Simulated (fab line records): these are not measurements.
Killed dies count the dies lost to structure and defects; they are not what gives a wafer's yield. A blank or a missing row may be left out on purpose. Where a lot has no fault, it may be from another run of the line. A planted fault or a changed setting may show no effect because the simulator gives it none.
One fault through the eyes of 2 desks -- flow sky130 -- only its own numbers are on each desk; what lay behind them is given at the end

THE TOOL OWNER'S DESK: cvd_w-02
The tool's own readings at SKY_LI_CONTACT_CVD_21 (deposits W, target thk 400 nm, time 120.56 s): means of the sampled wafers that have a number, for each lot that ran on this tool. The brackets show how far a lot's mean lies from the usual mean; more than 4 standard deviations puts the lot out of limits, marked OUT.
Columns: A = heater_power_w at SKY_LI_CONTACT_CVD_21, usual 809 W
lot,first seen here,A
L766,day 32 04:18,892
L767,day 32 15:02,847
L778,day 36 04:57,818
This desk's finding: nothing out of limits on any of the 3 lots.

THE METROLOGY DESK
What the gauges read, lot by lot, whatever tool the lot ran on: means of the sampled wafers that have a number. The brackets show how far a lot's mean lies from the usual mean; more than 4 standard deviations puts the lot out of limits, marked OUT.
Columns: A = cd_nm at SKY_LI_CONTACT_CD_MEAS_12, usual 170.3 nm; B = LI_CONTACT_OVL at SKY_LI_CONTACT_OVL_MEAS_13, usual 3 nm; C = LI_CONTACT_W_RS at SKY_LI_CONTACT_RS_MEAS_22, usual 0.284 ohm/sq
lot,first seen here,A,B,C
L757,day 29 02:49,170.6,6,0.283
L766,day 32 03:33,169.9,9,0.282
L767,day 32 14:19,169.9,-2,0.286
L775,day 34 21:16,167.8,1,0.279
L776,day 35 08:22,170.2,11,0.279
L778,day 36 04:13,171.3,11,0.285
This desk's finding: nothing out of limits on any of the 6 lots.

ALL TOGETHER
The desk of the tool owner found nothing out of limits.
Nothing out of limits was seen by the metrology desk.

WHAT THE SIMULATOR PUT IN
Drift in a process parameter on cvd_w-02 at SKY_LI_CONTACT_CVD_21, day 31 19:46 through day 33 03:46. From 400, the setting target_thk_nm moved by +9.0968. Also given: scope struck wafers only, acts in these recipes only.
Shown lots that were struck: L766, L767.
